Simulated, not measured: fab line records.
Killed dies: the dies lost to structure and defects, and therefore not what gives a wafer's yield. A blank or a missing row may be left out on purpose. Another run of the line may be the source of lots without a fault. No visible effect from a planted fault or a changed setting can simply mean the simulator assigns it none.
fab line records + flow sky130
record:
- lots: 12
- wafers: 36
- last-day: 50
route steps=708 shown METAL3@532 VIA3@573 PAD_OPEN@708
lots that met no fault: taken from a fault-free run of the same line
start-h: the number of hours between the record's first day and the start of the first shown wafer of the lot + wait-h: how many hours have passed since the lot's step before this one + " the same as in the row above + L1.1+2: one row covering several wafers at once + - no value, or no start given + * or withheld: withheld + < > ~ a bound
route shown NAME@n: names a module that has steps shown in the file, with the first one's number in the route + usual: mean and standard deviation over wafers with no fault + same: alike in all rows + chamber/n: place in a boat + sites: each site's reading + _std_site: standard deviation of those values + _edge_site: mean of outer sites minus mean of inner sites + radius-mm: how far each site lies from the wafer's centre + mask NAME#n: copy n + behind: the tool/chamber that last shaped the wafer + hold: why the lot was held/for how many hours/how that ended + device: transistor that didn't switch, given as n, p or np + end of line: the route-end tests of the same wafers + step lacking rows: just its recipe + killed: dies that structure and defects cost at the first sort, which is not the same as the wafer's yield + map: a wafer's dies, x killed, . not, _ none there
set.NAME: the setting that was run; set.NAME@STEP: the one run at that earlier step + model.NAME: the simulator's own value behind a step, which no gauge read
the route's steps for a sample of lots (tables are steps, rows are wafers)
services: a tool's chamber out of use, with start hour (start-h, from the record's first day; less than 0 if before it), hours out, and reason
== steps ==
step: SKY_METAL3_SPUTTER_00
recipe:
- material: Ti
- target-thk-nm: 15
- power-w: 3000
- time-s: 10
- chamber-pressure-pa: 0.4
usual:
- throttle-valve-pct: 30.2/1.2
| lot.wafer | tool           | chamber | start-h | wait-h | throttle-valve-pct |
|-----------|----------------|---------|---------|--------|--------------------|
| L849.1    | pvd-sputter-01 | -       | 845.80  | 0.1    | 31.7               |
| L849.4    | "              | -       | "       | "      | 29.5               |
| L849.5    | "              | -       | "       | "      | 29.5               |
| L851.1    | pvd-sputter-02 | -       | 866.99  | 0.2    | 30.9               |
| L851.3    | "              | -       | "       | "      | 30.3               |
| L851.6    | "              | -       | "       | "      | 31.8               |
| L854.1    | pvd-sputter-04 | -       | 890.90  | 0.1    | 30.1               |
| L854.2    | "              | -       | "       | "      | 28.1               |
| L854.4    | "              | -       | "       | "      | 29.6               |
| L855.1    | pvd-sputter-01 | -       | 902.59  | 0.2    | 31.3               |
| L855.3    | "              | -       | "       | "      | 31.8               |
| L855.4    | "              | -       | "       | "      | 29.1               |
| L858.1    | pvd-sputter-04 | -       | 919.10  | 0.2    | 27.6               |
| L858.3    | "              | -       | "       | "      | 29.8               |
| L858.5    | "              | -       | "       | "      | 29.4               |
| L861.1    | pvd-sputter-02 | -       | 944.90  | 0.1    | 31.2               |
| L861.2    | "              | -       | "       | "      | 32.0               |
| L861.4    | "              | -       | "       | "      | 31.3               |
| L863.1    | pvd-sputter-04 | -       | 952.59  | 0.2    | 28.0               |
| L863.3    | "              | -       | "       | "      | 29.8               |
| L863.6    | "              | -       | "       | "      | 29.8               |
| L867.1    | pvd-sputter-01 | -       | 977.19  | 0.1    | 31.2               |
| L867.2    | "              | -       | "       | "      | 28.8               |
| L867.5    | "              | -       | "       | "      | 28.5               |
| L866.1    | pvd-sputter-02 | -       | 978.51  | 0.2    | 31.3               |
| L866.3    | "              | -       | "       | "      | 31.9               |
| L866.5    | "              | -       | "       | "      | 29.9               |
| L868.2    | pvd-sputter-02 | -       | 981.13  | 0.2    | 31.4               |
| L868.3    | "              | -       | "       | "      | 30.2               |
| L868.6    | "              | -       | "       | "      | 31.3               |
| L869.3    | pvd-sputter-04 | -       | 997.81  | 0.1    | 29.8               |
| L869.4    | "              | -       | "       | "      | 29.5               |
| L869.5    | "              | -       | "       | "      | 29.6               |
| L872.2    | pvd-sputter-02 | -       | 1020.70 | 0.2    | 31.3               |
| L872.3    | "              | -       | "       | "      | 31.6               |
| L872.4    | "              | -       | "       | "      | 30.0               |
step: SKY_METAL3_SPUTTER_01
recipe:
- material: TiN
- target-thk-nm: 20
- power-w: 6500
- time-s: 16.7
- chamber-pressure-pa: 0.4
usual:
- throttle-valve-pct: 30.2/1.2
| lot.wafer | tool           | chamber | start-h | wait-h | throttle-valve-pct |
|-----------|----------------|---------|---------|--------|--------------------|
| L849.1    | pvd-sputter-01 | -       | 845.82  | 0.0    | 31.4               |
| L849.4    | "              | -       | "       | "      | 29.5               |
| L849.5    | "              | -       | "       | "      | 29.6               |
| L851.1    | pvd-sputter-02 | -       | 867.01  | 0.0    | 31.4               |
| L851.3    | "              | -       | "       | "      | 29.9               |
| L851.6    | "              | -       | "       | "      | 31.8               |
| L854.1    | pvd-sputter-04 | -       | 890.92  | 0.0    | 30.0               |
| L854.2    | "              | -       | "       | "      | 27.7               |
| L854.4    | "              | -       | "       | "      | 30.0               |
| L855.1    | pvd-sputter-01 | -       | 902.61  | 0.0    | 31.0               |
| L855.3    | "              | -       | "       | "      | 31.7               |
| L855.4    | "              | -       | "       | "      | 28.7               |
| L858.1    | pvd-sputter-04 | -       | 919.12  | 0.0    | 27.8               |
| L858.3    | "              | -       | "       | "      | 29.7               |
| L858.5    | "              | -       | "       | "      | 29.7               |
| L861.1    | pvd-sputter-02 | -       | 944.92  | 0.0    | 31.0               |
| L861.2    | "              | -       | "       | "      | 31.9               |
| L861.4    | "              | -       | "       | "      | 31.5               |
| L863.1    | pvd-sputter-04 | -       | 952.62  | 0.0    | 27.8               |
| L863.3    | "              | -       | "       | "      | 29.7               |
| L863.6    | "              | -       | "       | "      | 29.8               |
| L867.1    | pvd-sputter-01 | -       | 977.21  | 0.0    | 31.0               |
| L867.2    | "              | -       | "       | "      | 28.9               |
| L867.5    | "              | -       | "       | "      | 29.0               |
| L866.1    | pvd-sputter-02 | -       | 978.54  | 0.0    | 31.4               |
| L866.3    | "              | -       | "       | "      | 32.2               |
| L866.5    | "              | -       | "       | "      | 29.9               |
| L868.2    | pvd-sputter-02 | -       | 981.15  | 0.0    | 30.9               |
| L868.3    | "              | -       | "       | "      | 30.1               |
| L868.6    | "              | -       | "       | "      | 31.5               |
| L869.3    | pvd-sputter-04 | -       | 997.83  | 0.0    | 29.6               |
| L869.4    | "              | -       | "       | "      | 29.8               |
| L869.5    | "              | -       | "       | "      | 29.8               |
| L872.2    | pvd-sputter-02 | -       | 1020.72 | 0.0    | 31.4               |
| L872.3    | "              | -       | "       | "      | 31.5               |
| L872.4    | "              | -       | "       | "      | 30.2               |
step: SKY_VIA3_HDPCVD_00
recipe:
- material: SiO2
- target-thk-nm: 1635
- sigma-open-frac: 0.3
- time-s: 272.5
- temp-c: 400
- sih4-flow-sccm: 60
- pressure-mtorr: 6
usual:
- sih4-flow-sccm: 59.99/0.2
| lot.wafer | tool      | chamber | start-h | wait-h | sih4-flow-sccm |
|-----------|-----------|---------|---------|--------|----------------|
| L849.1    | hdpcvd-01 | 2       | 900.57  | 0.0    | 60.20          |
| L849.4    | "         | 0       | "       | "      | 60.43          |
| L849.5    | "         | 1       | "       | "      | 59.88          |
| L851.1    | hdpcvd-02 | 2       | 921.29  | 0.0    | 59.79          |
| L851.3    | "         | 1       | "       | "      | 59.73          |
| L851.6    | "         | 1       | "       | "      | 59.91          |
| L854.1    | hdpcvd-01 | 0       | 942.62  | 0.0    | 60.35          |
| L854.2    | "         | 1       | "       | "      | 59.99          |
| L854.4    | "         | 2       | "       | "      | 59.70          |
| L855.1    | hdpcvd-01 | 0       | 954.55  | 0.0    | 60.05          |
| L855.3    | "         | 1       | "       | "      | 59.84          |
| L855.4    | "         | 2       | "       | "      | 60.26          |
| L858.1    | hdpcvd-01 | 0       | 970.59  | 0.0    | 60.29          |
| L858.3    | "         | 2       | "       | "      | 59.86          |
| L858.5    | "         | 0       | "       | "      | 60.23          |
| L858.1    | hdpcvd-01 | 0       | 970.93  | 0.3    | 60.11          |
| L858.3    | "         | 2       | "       | "      | 59.96          |
| L858.5    | "         | 0       | "       | "      | 59.97          |
| L861.1    | hdpcvd-01 | 1       | 993.54  | 0.0    | 59.85          |
| L861.2    | "         | 0       | "       | "      | 59.90          |
| L861.4    | "         | 2       | "       | "      | 60.22          |
| L861.1    | hdpcvd-01 | 1       | 993.87  | 0.3    | 60.22          |
| L861.2    | "         | 0       | "       | "      | 59.95          |
| L861.4    | "         | 2       | "       | "      | 59.74          |
| L863.1    | hdpcvd-01 | 2       | 1002.78 | 0.0    | 59.99          |
| L863.3    | "         | 0       | "       | "      | 60.11          |
| L863.6    | "         | 0       | "       | "      | 59.98          |
| L863.1    | hdpcvd-01 | 2       | 1003.12 | 0.3    | 60.11          |
| L863.3    | "         | 0       | "       | "      | 59.87          |
| L863.6    | "         | 0       | "       | "      | 59.85          |
| L867.1    | hdpcvd-02 | 0       | 1026.01 | 0.0    | 60.00          |
| L867.2    | "         | 2       | "       | "      | 60.04          |
| L867.5    | "         | 1       | "       | "      | 60.10          |
| L866.1    | hdpcvd-02 | 2       | 1027.41 | 0.0    | 60.23          |
| L866.3    | "         | 0       | "       | "      | 60.04          |
| L866.5    | "         | 0       | "       | "      | 59.91          |
| L868.2    | hdpcvd-02 | 2       | 1030.23 | 0.0    | 59.89          |
| L868.3    | "         | 0       | "       | "      | 60.26          |
| L868.6    | "         | 2       | "       | "      | 60.07          |
| L869.3    | hdpcvd-01 | 1       | 1045.94 | 0.1    | 59.89          |
| L869.4    | "         | 2       | "       | "      | 60.37          |
| L869.5    | "         | 1       | "       | "      | 59.87          |
| L872.2    | hdpcvd-01 | 1       | 1066.79 | 0.0    | 59.79          |
| L872.3    | "         | 0       | "       | "      | 60.08          |
| L872.4    | "         | 0       | "       | "      | 59.76          |
step: SKY_VIA3_THK_MEAS_01
recipe:
- reads: SiO2_of_VIA3_HDPCVD_00
usual:
- VIA3_HDPCVD_THK: 1630/20
| lot.wafer | tool          | chamber | start-h | wait-h | VIA3_HDPCVD_THK[nm] |
|-----------|---------------|---------|---------|--------|---------------------|
| L849.1    | film-metro-01 | -       | 900.74  | 0.1    | 1635                |
| L849.4    | "             | -       | "       | "      | 1616                |
| L849.5    | "             | -       | "       | "      | 1631                |
| L851.1    | film-metro-04 | -       | 921.46  | 0.1    | 1625                |
| L851.3    | "             | -       | "       | "      | 1621                |
| L851.6    | "             | -       | "       | "      | 1635                |
| L854.1    | film-metro-03 | -       | 942.79  | 0.1    | 1630                |
| L854.2    | "             | -       | "       | "      | 1658                |
| L854.4    | "             | -       | "       | "      | 1635                |
| L855.1    | film-metro-01 | -       | 954.72  | 0.1    | 1608                |
| L855.3    | "             | -       | "       | "      | 1637                |
| L855.4    | "             | -       | "       | "      | 1615                |
| L858.1    | film-metro-01 | -       | 971.09  | 0.1    | 3242                |
| L858.3    | "             | -       | "       | "      | 3252                |
| L858.5    | "             | -       | "       | "      | 3249                |
| L861.1    | film-metro-04 | -       | 994.04  | 0.1    | 3299                |
| L861.2    | "             | -       | "       | "      | 3247                |
| L861.4    | "             | -       | "       | "      | 3280                |
| L863.1    | film-metro-03 | -       | 1003.28 | 0.1    | 3258                |
| L863.3    | "             | -       | "       | "      | 3202                |
| L863.6    | "             | -       | "       | "      | 3241                |
| L867.1    | film-metro-04 | -       | 1026.18 | 0.1    | 1643                |
| L867.2    | "             | -       | "       | "      | 1642                |
| L867.5    | "             | -       | "       | "      | 1621                |
| L866.1    | film-metro-04 | -       | 1027.58 | 0.1    | 1609                |
| L866.3    | "             | -       | "       | "      | 1638                |
| L866.5    | "             | -       | "       | "      | 1628                |
| L868.2    | film-metro-04 | -       | 1030.41 | 0.1    | 1628                |
| L868.3    | "             | -       | "       | "      | 1630                |
| L868.6    | "             | -       | "       | "      | 1624                |
| L869.3    | film-metro-03 | -       | 1046.13 | 0.1    | 1684                |
| L869.4    | "             | -       | "       | "      | 1649                |
| L869.5    | "             | -       | "       | "      | 1654                |
| L872.2    | film-metro-03 | -       | 1066.97 | 0.1    | 1661                |
| L872.3    | "             | -       | "       | "      | 1625                |
| L872.4    | "             | -       | "       | "      | 1618                |
step: SKY_VIA3_ETCH_15
recipe:
- target: SiO2
- chemistry: C4F8/O2/Ar
- target-depth-nm: 507
- stop-on: TiN
- mask-material: KrF-thick
- source-w: 1500
- bias-w: 1200
- pressure-mtorr: 40
- c4f8-flow-sccm: withheld
- O2_flow_sccm: 6
- Ar_flow_sccm: 300
- time-s: 78
usual:
- oes-product-au: 0.946/0.0049
| lot.wafer | tool        | chamber | start-h | wait-h | oes-product-au | rf-hours-counter-h |
|-----------|-------------|---------|---------|--------|----------------|--------------------|
| L849.1    | rie-diel-03 | 2       | 926.42  | 0.0    | 0.949          | 16                 |
| L849.4    | "           | 3       | "       | "      | 0.955          | 13                 |
| L849.5    | "           | 3       | "       | "      | 0.955          | -                  |
| L851.1    | rie-diel-04 | 3       | 946.62  | 0.0    | 0.948          | 8                  |
| L851.3    | "           | 1       | "       | "      | 0.943          | 16                 |
| L851.6    | "           | 3       | "       | "      | 0.942          | -                  |
| L854.1    | rie-diel-04 | 1       | 967.42  | 0.0    | 0.948          | 17                 |
| L854.2    | "           | 2       | "       | "      | 0.944          | 20                 |
| L854.4    | "           | 0       | "       | "      | 0.943          | 11                 |
| L855.1    | rie-diel-04 | 1       | 979.26  | 0.0    | 0.941          | 17                 |
| L855.3    | "           | 0       | "       | "      | 0.948          | 12                 |
| L855.4    | "           | 3       | "       | "      | 0.950          | 10                 |
| L858.1    | rie-diel-02 | 3       | 995.07  | 0.0    | 0.943          | 4                  |
| L858.3    | "           | 1       | "       | "      | 0.943          | 15                 |
| L858.5    | "           | 2       | "       | "      | 0.947          | -                  |
| L861.1    | rie-diel-04 | 3       | 1017.72 | 0.0    | 0.937          | 11                 |
| L861.2    | "           | 0       | "       | "      | 0.947          | 13                 |
| L861.4    | "           | 2       | "       | "      | 0.936          | 22                 |
| L863.1    | rie-diel-04 | 3       | 1026.52 | 0.0    | 0.952          | 11                 |
| L863.3    | "           | 1       | "       | "      | 0.942          | 19                 |
| L863.6    | "           | 2       | "       | "      | 0.955          | -                  |
| L867.1    | rie-diel-02 | 1       | 1049.12 | 0.0    | 0.953          | 17                 |
| L867.2    | "           | 2       | "       | "      | 0.952          | 26                 |
| L867.5    | "           | 1       | "       | "      | 0.951          | -                  |
| L866.1    | rie-diel-02 | 0       | 1050.51 | 0.0    | 0.954          | 14                 |
| L866.3    | "           | 3       | "       | "      | 0.942          | 6                  |
| L866.5    | "           | 1       | "       | "      | 0.952          | -                  |
| L868.2    | rie-diel-04 | 0       | 1053.42 | 0.0    | 0.942          | 14                 |
| L868.3    | "           | 1       | "       | "      | 0.946          | 19                 |
| L868.6    | "           | 0       | "       | "      | 0.953          | -                  |
| L869.3    | rie-diel-02 | 3       | 1068.17 | 0.0    | 0.949          | 6                  |
| L869.4    | "           | 0       | "       | "      | 0.943          | 15                 |
| L869.5    | "           | 1       | "       | "      | 0.950          | -                  |
| L872.2    | rie-diel-02 | 1       | 1088.32 | 0.0    | 0.947          | 18                 |
| L872.3    | "           | 3       | "       | "      | 0.944          | 7                  |
| L872.4    | "           | 2       | "       | "      | 0.936          | 0                  |
step: SKY_PAD_OPEN_PROBE_99
usual:
- defect-limited-yield: 83.0/2
- killed_at_M0_to_M3: 43/7.1
- killed_at_M4_up: 3.1/1.7
- killed-at-contacts: 23/5.1
- killed-at-front-end: 14/4.4
- killed-at-other: 0.3/0.47
- killed-dies: 84/9.9
- killed-open: 45/6.6
- killed-short: 38/6.8
- sort_bin_3_pad_short: 0.8/0.4
- sort_bin_5_function: 10.1/1.4
- sort_bin_6_memory: 6.1/1.2
- sort-n-pass: 408/9.9
- sort-yield-pct: 83.0/2
same:
- gross-dies: 492
- killed-at-back-side: 0
- sort_bin_4_leakage[%]: 0
- sort_bin_8_speed[%]: 0
| lot.wafer | tool      | chamber | start-h | wait-h | defect-limited-yield[%] | killed_at_M0_to_M3 | killed_at_M4_up | killed-at-contacts | killed-at-front-end | killed-at-other | killed-dies | killed-open | killed-short | sort_bin_3_pad_short[%] | sort_bin_5_function[%] | sort_bin_6_memory[%] | sort-n-pass | sort-yield-pct[%] |
|-----------|-----------|---------|---------|--------|-------------------------|--------------------|-----------------|--------------------|---------------------|-----------------|-------------|-------------|--------------|-------------------------|------------------------|----------------------|-------------|-------------------|
| L858.5    | prober-02 | -       | 1131.72 | 0.2    | 87.2                    | 28                 | 1               | 26                 | 7                   | 1               | 63          | 31          | 32           | 0.6                     | 7.5                    | 4.7                  | 429         | 87.2              |
| L861.1    | prober-01 | -       | 1149.67 | 0.1    | 81.9                    | 53                 | 2               | 24                 | 9                   | 1               | 89          | 51          | 38           | 0.8                     | 10.4                   | 6.9                  | 403         | 81.9              |
| L861.2    | prober-01 | -       | 1149.72 | 0.1    | 82.7                    | 52                 | 4               | 20                 | 9                   | 0               | 85          | 49          | 36           | 0.4                     | 10.0                   | 6.9                  | 407         | 82.7              |
| L861.4    | prober-01 | -       | 1149.82 | 0.2    | 82.3                    | 54                 | 5               | 22                 | 5                   | 1               | 87          | 37          | 50           | 0.4                     | 10.2                   | 7.1                  | 405         | 82.3              |
| L863.1    | prober-01 | -       | 1158.85 | 0.1    | 84.3                    | 46                 | 1               | 16                 | 14                  | 0               | 77          | 47          | 30           | 0.2                     | 9.1                    | 6.3                  | 415         | 84.3              |
| L863.3    | prober-01 | -       | 1158.95 | 0.2    | 83.3                    | 44                 | 3               | 22                 | 12                  | 1               | 82          | 44          | 38           | 0.2                     | 10.8                   | 5.7                  | 410         | 83.3              |
| L863.6    | prober-01 | -       | 1159.10 | 0.2    | 79.1                    | 59                 | 1               | 23                 | 19                  | 1               | 103         | 60          | 43           | 0.8                     | 14.0                   | 6.1                  | 389         | 79.1              |
| L868.2    | prober-02 | -       | 1179.64 | 0.1    | 85.2                    | 38                 | 1               | 25                 | 9                   | 0               | 73          | 47          | 26           | 0                       | 8.7                    | 6.1                  | 419         | 85.2              |
| L868.3    | prober-02 | -       | 1179.69 | 0.2    | 85.0                    | 31                 | 7               | 21                 | 15                  | 0               | 74          | 44          | 30           | 0.6                     | 9.8                    | 4.7                  | 418         | 85.0              |
| L868.6    | prober-02 | -       | 1179.84 | 0.2    | 80.5                    | 47                 | 6               | 31                 | 12                  | 0               | 96          | 51          | 45           | 0                       | 12.0                   | 7.5                  | 396         | 80.5              |
| L869.3    | prober-01 | -       | 1187.15 | 0.2    | 85.4                    | 41                 | 4               | 16                 | 10                  | 1               | 72          | 38          | 34           | 1.4                     | 9.1                    | 4.1                  | 420         | 85.4              |
| L869.4    | prober-01 | -       | 1187.20 | 0.2    | 84.8                    | 45                 | 3               | 16                 | 11                  | 0               | 75          | 43          | 32           | 1.0                     | 8.5                    | 5.7                  | 417         | 84.8              |
| L869.5    | prober-01 | -       | 1187.25 | 0.2    | 83.9                    | 37                 | 3               | 25                 | 14                  | 0               | 79          | 47          | 32           | 0.4                     | 10.8                   | 4.9                  | 413         | 83.9              |
killed by level:class
L858.5 CONTACT:geometric-particle:open=7 LI_CONTACT:geometric-particle:open=6 METAL2:geometric-particle:short=6 VIA2:geometric-particle:open=6 LI_CONTACT:geometric-particle:short=5 CONTACT:geometric-particle:short=4 METAL2:geometric-particle:open=3 FIELD_ISO:geometric-particle:short=3
L861.1 LI_CONTACT:geometric-particle:open=10 VIA1:geometric-particle:open=10 VIA3:geometric-particle:open=8 VIA2:geometric-particle:open=8 METAL2:geometric-particle:short=7 VIA2:geometric-particle:short=7 CONTACT:geometric-particle:open=6 POLY_GATE:geometric-particle:open=4
L861.2 VIA1:geometric-particle:open=12 VIA2:geometric-particle:open=8 CONTACT:geometric-particle:open=7 LI_CONTACT:geometric-particle:open=7 VIA1:geometric-particle:short=6 METAL2:geometric-particle:short=5 METAL1:geometric-particle:short=4 VIA3:geometric-particle:open=4
L861.4 METAL1:geometric-particle:short=12 VIA1:geometric-particle:open=10 METAL2:geometric-particle:short=6 CONTACT:geometric-particle:open=5 VIA1:geometric-particle:short=5 VIA3:geometric-particle:open=5 LI_CONTACT:geometric-particle:open=4 LI_CONTACT:geometric-particle:short=4
L863.1 VIA1:geometric-particle:open=13 VIA3:geometric-particle:open=8 VIA2:geometric-particle:open=7 LI_CONTACT:geometric-particle:open=6 METAL1:geometric-particle:short=6 POLY_GATE:geometric-particle:open=5 METAL2:geometric-particle:short=5 CONTACT:geometric-particle:short=4
L863.3 VIA1:geometric-particle:open=15 CONTACT:geometric-particle:open=8 POLY_GATE:geometric-particle:short=6 VIA1:geometric-particle:short=6 METAL1:geometric-particle:short=5 VIA2:geometric-particle:open=5 POLY_GATE:geometric-particle:open=4 LI_CONTACT:geometric-particle:open=4
L863.6 VIA1:geometric-particle:open=14 CONTACT:geometric-particle:open=10 LI_CONTACT:geometric-particle:open=7 VIA2:geometric-particle:open=7 METAL2:geometric-particle:short=6 VIA3:geometric-particle:open=6 FIELD_ISO:geometric-particle:short=5 VIA2:geometric-particle:short=5
L868.2 VIA1:geometric-particle:open=12 CONTACT:geometric-particle:open=9 VIA2:geometric-particle:open=8 LI_CONTACT:geometric-particle:open=7 METAL1:geometric-particle:short=4 LOCAL_INTERCONNECT:geometric-particle:short=3 CONTACT:geometric-particle:short=3 VIA1:geometric-particle:short=3
L868.3 VIA1:geometric-particle:open=9 CONTACT:geometric-particle:open=8 LOCAL_INTERCONNECT:geometric-particle:short=6 POLY_GATE:geometric-particle:short=5 LI_CONTACT:geometric-particle:open=5 POLY_GATE:geometric-particle:open=4 VIA1:geometric-particle:short=4 FIELD_ISO:geometric-particle:open=3
L868.6 VIA1:geometric-particle:open=16 CONTACT:geometric-particle:open=12 METAL1:geometric-particle:short=7 CONTACT:geometric-particle:short=6 VIA2:geometric-particle:short=5 FIELD_ISO:geometric-particle:open=4 LI_CONTACT:geometric-particle:open=4 POLY_GATE:geometric-particle:short=4
L869.3 VIA1:geometric-particle:open=9 METAL2:geometric-particle:short=9 VIA3:geometric-particle:open=6 VIA2:geometric-particle:open=5 CONTACT:geometric-particle:open=4 LI_CONTACT:geometric-particle:open=3 LOCAL_INTERCONNECT:geometric-particle:short=3 CONTACT:geometric-particle:short=3
L869.4 VIA1:geometric-particle:short=9 VIA2:geometric-particle:open=7 VIA1:geometric-particle:open=7 VIA3:geometric-particle:open=6 LI_CONTACT:geometric-particle:open=5 CONTACT:geometric-particle:open=5 FIELD_ISO:geometric-particle:open=4 VIA2:geometric-particle:short=3
L869.5 VIA1:geometric-particle:open=9 VIA2:geometric-particle:open=8 POLY_GATE:geometric-particle:open=7 CONTACT:geometric-particle:short=6 CONTACT:geometric-particle:open=6 VIA3:geometric-particle:open=6 LI_CONTACT:geometric-particle:open=5 LI_CONTACT:geometric-particle:short=5
== services ==
| tool           | chamber | start-h | hours | kind   |
|----------------|---------|---------|-------|--------|
| rie-diel-04    | -       | 830.94  | 2.5   | repair |
| pvd-sputter-02 | -       | 834.49  | 2.3   | repair |
| pvd-sputter-01 | -       | 854.80  | 13.4  | repair |
| pvd-sputter-02 | -       | 863.15  | 2.3   | repair |
| pvd-sputter-04 | -       | 881.61  | 1.2   | repair |
| pvd-sputter-01 | -       | 884.34  | 2.2   | repair |
| rie-diel-04    | 2       | 887.62  | 5.8   | repair |
| pvd-sputter-02 | -       | 898.36  | 3.4   | repair |
| rie-diel-02    | -       | 899.68  | 0.4   | repair |
| rie-diel-04    | 1       | 907.41  | 7.2   | repair |
| hdpcvd-01      | -       | 915.88  | 6.0   | pm     |
| pvd-sputter-01 | -       | 917.96  | 1.3   | repair |
| rie-diel-02    | -       | 926.08  | 1.0   | repair |
| hdpcvd-01      | 1       | 926.71  | 10.7  | repair |
| rie-diel-04    | 1       | 934.40  | 10.5  | repair |
| rie-diel-02    | -       | 943.86  | 4.4   | repair |
| rie-diel-04    | 3       | 955.07  | 1.9   | repair |
| rie-diel-02    | 1       | 955.46  | 9.7   | repair |
| pvd-sputter-04 | -       | 955.68  | 3.5   | repair |
| pvd-sputter-02 | -       | 959.63  | 1.3   | repair |
| hdpcvd-01      | -       | 966.16  | 2.0   | repair |
| hdpcvd-01      | 0       | 1032.65 | 19.8  | repair |
| pvd-sputter-01 | -       | 1053.21 | 12.4  | repair |
| pvd-sputter-02 | -       | 1085.34 | 2.5   | repair |
== key ==
first-sign:
- step: SKY_VIA3_HDPCVD_00
- reading: visit
- direction: added
effect:
- step: SKY_VIA3_THK_MEAS_01
- reading: VIA3_HDPCVD_THK
- direction: up
- sigmas: 82
- usual: 1630
- struck: 3252
met-at SKY_VIA3_HDPCVD_00
struck-lots L858,L861,L863
not-acting-at SKY_METAL3_SPUTTER_00,SKY_METAL3_SPUTTER_01,SKY_VIA3_ETCH_15
fault:
- kind: repeated-step-whole
- tool: hdpcvd-01,hdpcvd-02
- chamber: -
- onset-h: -
- steps: SKY_VIA3_HDPCVD_00
- times: 1
- scope: struck-lots-only
